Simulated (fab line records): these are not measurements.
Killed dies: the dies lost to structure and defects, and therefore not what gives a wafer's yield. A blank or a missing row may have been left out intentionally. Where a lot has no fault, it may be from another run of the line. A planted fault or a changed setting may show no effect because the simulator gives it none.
The tool behind it: which one? | flow gf180mcu | 72 wafers from 24 lots sampled at 2 of the route's 602 steps

## WHAT THE GAUGES READ, wafer by wafer
GF_V1_CD_MEAS_14: the cd target is 260 nm. Usual: 259.8 nm for cdNm, sd 1.3.
lot  | measured     | on       | cdNm (nm)         | flag
L074 | day 18 03:22 | cdSem-02 | 259.6 260.3 258.5 | 
L075 | day 18 09:35 | cdSem-02 | 259.2 260.0 261.1 | 
L076 | day 18 15:40 | cdSem-01 | 260.4 261.7 260.9 | 
L077 | day 19 07:26 | cdSem-01 | 260.6 258.6 258.9 | 
L078 | day 19 11:17 | cdSem-02 | 262.4 263.2 263.1 | 
L079 | day 20 02:30 | cdSem-01 | 258.6 258.0 259.1 | 
L080 | day 20 13:49 | cdSem-02 | 258.9 258.6 258.6 | 
L081 | day 20 18:55 | cdSem-01 | 259.9 260.9 258.9 | 
L082 | day 21 05:05 | cdSem-02 | 261.7 261.0 260.4 | 
L083 | day 21 17:07 | cdSem-01 | 259.1 258.4 260.0 | 
L084 | day 21 22:46 | cdSem-01 | 259.6 259.1 259.6 | 
L085 | day 22 00:25 | cdSem-01 | 260.2 258.6 258.7 | 
L086 | day 22 15:10 | cdSem-01 | 256.8 258.1 257.5 | 
L087 | day 22 23:28 | cdSem-01 | 260.9 259.3 261.0 | 
L088 | day 23 16:35 | cdSem-02 | 259.2 260.1 259.0 | 
L089 | day 23 19:29 | cdSem-02 | 261.4 260.4 261.4 | 
L090 | day 23 20:25 | cdSem-01 | 260.7 259.4 259.9 | 
L091 | day 24 16:31 | cdSem-01 | 259.3 258.0 259.2 | 
L092 | day 24 23:43 | cdSem-02 | 260.0 258.6 258.5 | 
L093 | day 25 13:47 | cdSem-01 | 258.8 259.5 258.9 | 
L094 | day 25 14:34 | cdSem-01 | 258.9 261.2 260.2 | 
L095 | day 25 19:55 | cdSem-01 | 262.4 261.0 262.0 | 
L096 | day 26 06:22 | cdSem-02 | 259.0 258.1 259.5 | 
L097 | day 26 09:17 | cdSem-01 | 259.6 260.7 261.1 | 

## WHAT TOOL EACH LOT RAN ON (gives the tool, then ch and the chambers of the sampled wafers, and finally the start)
lot  | GF_M1_SPUTTER_03
L074 | pvdSputter-03, day 16 05:00
L075 | pvdSputter-03, day 16 10:02
L076 | pvdSputter-03, day 16 15:17
L077 | pvdSputter-02, day 17 06:02
L078 | pvdSputter-03, day 17 11:29
L079 | pvdSputter-01, day 18 01:17
L080 | pvdSputter-03, day 18 11:43
L081 | pvdSputter-03, day 18 17:02
L082 | pvdSputter-03, day 19 02:38
L083 | pvdSputter-02, day 19 14:58
L084 | pvdSputter-01, day 19 21:37
L085 | pvdSputter-02, day 19 22:28
L086 | pvdSputter-01, day 20 13:29
L087 | pvdSputter-01, day 20 22:10
L088 | pvdSputter-02, day 21 16:22
L089 | pvdSputter-02, day 21 19:35
L090 | pvdSputter-03, day 21 22:17
L091 | pvdSputter-02, day 22 17:58
L092 | pvdSputter-01, day 23 01:41
L093 | pvdSputter-03, day 23 15:58
L094 | pvdSputter-02, day 23 17:13
L095 | pvdSputter-02, day 23 22:23
L096 | pvdSputter-02, day 24 09:25
L097 | pvdSputter-01, day 24 13:10
- GF_M1_SPUTTER_03: material Ti, target thk 10 nm, time 6.7 s.

## AS READ BY THE TOOLS THEMSELVES (means over the sampled wafers that have a number; for cases with no such wafer, the mark the record gives instead)
GF_M1_SPUTTER_03. Usual: chamberPressurePa 0.2999 Pa, standard deviation 0.00057; throttleValvePct 30.0 %, standard deviation 1.4.
lot  | tool          | chamberPressurePa (Pa) | throttleValvePct (%) | flag
L074 | pvdSputter-03 | 0.2996                 | 27.5                 | 
L075 | pvdSputter-03 | 0.2998                 | 30.0                 | 
L076 | pvdSputter-03 | 0.2995                 | 28.9                 | 
L077 | pvdSputter-02 | 0.2991                 | 30.5                 | 
L078 | pvdSputter-03 | 0.2998                 | 29.9                 | 
L079 | pvdSputter-01 | 0.2999                 | 30.4                 | 
L080 | pvdSputter-03 | 0.3002                 | 28.9                 | 
L081 | pvdSputter-03 | 0.2996                 | 29.9                 | 
L082 | pvdSputter-03 | 0.2997                 | 29.2                 | 
L083 | pvdSputter-02 | 0.3001                 | 30.8                 | 
L084 | pvdSputter-01 | 0.3000                 | 30.3                 | 
L085 | pvdSputter-02 | 0.2999                 | 30.7                 | 
L086 | pvdSputter-01 | 0.3003                 | 29.8                 | 
L087 | pvdSputter-01 | 0.2998                 | 30.6                 | 
L088 | pvdSputter-02 | 0.3004                 | 30.5                 | 
L089 | pvdSputter-02 | 0.3002                 | 30.6                 | 
L090 | pvdSputter-03 | 0.3005                 | 29.4                 | 
L091 | pvdSputter-02 | 0.2998                 | 30.4                 | 
L092 | pvdSputter-01 | 0.2999                 | 29.8                 | 
L093 | pvdSputter-03 | 0.3003                 | 27.5                 | 
L094 | pvdSputter-02 | 0.3005                 | 30.4                 | 
L095 | pvdSputter-02 | 0.2996                 | 30.4                 | 
L096 | pvdSputter-02 | 0.3000                 | 30.3                 | 
L097 | pvdSputter-01 | 0.3002                 | 29.8                 | 

## THE ANSWER, worked out from the rows above alone
Rule: a lot counts as off when the mean over its wafers that have a number is more than 3 standard deviations away from the usual mean. Also off: a lot with no number at a reading for which 4 or more lots have one. Where the step has rows for the other lots, those lots are counted as sound. After the gauges, taken in route order, come the tools' own readings; for these a lot's mean is taken, as printed above. At the first step where some lot is off, the reading lying furthest off is the one used; lots without a number count as furthest.
No lot is off on any of the readings shown, so nothing can be concluded from this.

## WHAT THE SIMULATOR HAD PUT IN
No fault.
